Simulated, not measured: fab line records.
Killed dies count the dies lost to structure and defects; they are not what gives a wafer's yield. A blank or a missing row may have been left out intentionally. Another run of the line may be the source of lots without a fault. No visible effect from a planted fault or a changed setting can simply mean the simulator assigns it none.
Struck lot and sound lot, side by side | flow sfqLine | 16 out of 325 route steps
Sound: the wafers L713.3, L713.4, L713.5. The struck wafers were L716.4, L716.5, L716.6. Last of all comes the cause.
At each step with rows: each side's tool, then ch and its chambers, then its first start. Under that, the readings that differ: sound wafers | struck wafers | difference of the means | sigmas: that difference in standard deviations of wafers without a fault.
alike: same words and numbers on both sides, and readings whose means sit less than 2 such deviations apart. not compared: any withheld reading, any reading some wafer has no value for, any bound like >300 that may hide the same value, and any number with overlapping values for which the record gives no deviation.
A row with sigmas, a row that says differs or no value, or rows on one side alone: a step with any of these is where the two part. Non-overlapping numbers with no deviation appear without sigmas and do not part them. A reading that every wafer of one side lacks parts them only if that side has two wafers or more.

SFQ_I6_OVL_MEAS_942:
  sound on overlay-02 at day 62 07:08; struck on overlay-01 at day 63 09:32
  alike: I6_OVL
SFQ_TRILAYER_I6_VIA_BARC_OPEN_VIA_ETCH_235: etches BARC in O2, target depth 125 nm, time 41.7 s.
  sound on rieDiel-04 ch 1,2, day 62 07:09; struck on rieDiel-04 ch 1,2,3, day 63 09:33
  alike: drypumpMotorCurrentA, oesProductAu
  not compared: rfHoursCounterH
SFQ_TRILAYER_I6_VIA_ETCH_VIA_ETCH_172: etches SiO2 in CHF3, stops on Nb, target depth 260 nm.
  sound on rieDiel-04 ch 1,2, day 62 07:11; struck on rieDiel-04 ch 1,2,3, day 63 09:35
  alike: drypumpMotorCurrentA, oesProductAu
SFQ_TRILAYER_I6_VIA_STRIP_STRIP_173: strips in O2.
  sound on rieMetal-02 ch 0,1, day 62 07:30; struck on rieMetal-02 ch 0,1, day 63 09:54
reading         | sound             | struck            | difference | sigmas
platenTempC (C) | 40.02 39.80 39.87 | 40.12 40.19 40.20 | +0.27      | +2
  alike: drypumpMotorCurrentA, oesProductAu
  not compared: rfHoursCounterH
then, 2 steps without rows for these wafers: SFQ_TRILAYER_I6_VIA_STRIP_SOLV_CLEAN_174 (cleans in NMP, time 600 s); SFQ_TRILAYER_M7_DEP_PRE_CLEAN_176 (time 22.5 s).
SFQ_TRILAYER_M7_DEP_SPUTTER_175: material Nb, target thk 200 nm, time 133.3 s.
  sound on pvdSputter-04 at day 62 08:07; struck on pvdSputter-05 at day 63 10:31
  alike: basePressurePa, cathodeDcPowerW, throttleValvePct
SFQ_M7_RS_MEAS_943: measurement is done with a four-point probe.
  sound on filmMetro-02 at day 62 08:14; struck on filmMetro-04 at day 63 10:40
  alike: M7_NB_RS
then, 3 steps without rows for these wafers: SFQ_TRILAYER_M7_LITHO_COAT_182 (resist thk 62 nm); SFQ_TRILAYER_M7_LITHO_COAT_177 (resist thk 600 nm); SFQ_TRILAYER_M7_LITHO_SOFTBAKE_181.
SFQ_TRILAYER_M7_LITHO_EXPOSE_178: exposes mask M7, target cd 500 nm.
  sound on krfScanner-02 ch 0, day 62 11:08; struck on krfScanner-02 ch 0, day 63 13:34
reading                  | sound                | struck            | difference | sigmas
model.M7.overlayXNm (nm) | -5.821 -5.821 -5.821 | 55.27 55.27 55.27 | +61.09     | 
  alike: mask
then, 2 steps without rows for these wafers: SFQ_TRILAYER_M7_LITHO_PEB_180 (peb time 60 s); SFQ_TRILAYER_M7_LITHO_DEVELOP_179 (time 60 s).
SFQ_M7_OVL_MEAS_945:
  sound on overlay-01 at day 62 12:14; struck on overlay-01 at day 63 14:29
reading     | sound   | struck   | difference | sigmas
M7_OVL (nm) | 2 -7 -7 | 49 48 46 | +52        | +10
SFQ_TRILAYER_M7_BARC_OPEN_METAL_ETCH_229: etches BARC in O2, target depth 125 nm, time 41.7 s.
  sound on rieMetal-03 ch 0, day 62 12:18; struck on rieMetal-02 ch 0,1, day 63 14:32
  alike: drypumpMotorCurrentA, oesProductAu
  not compared: rfHoursCounterH

== WHERE THEY PART ==
At SFQ_TRILAYER_I6_VIA_STRIP_STRIP_173 first; at SFQ_M7_OVL_MEAS_945 last (within this record only). Later steps at which nothing parts them and some readings are alike: SFQ_TRILAYER_M7_BARC_OPEN_METAL_ETCH_229.

WHY: what had been put in by the simulator
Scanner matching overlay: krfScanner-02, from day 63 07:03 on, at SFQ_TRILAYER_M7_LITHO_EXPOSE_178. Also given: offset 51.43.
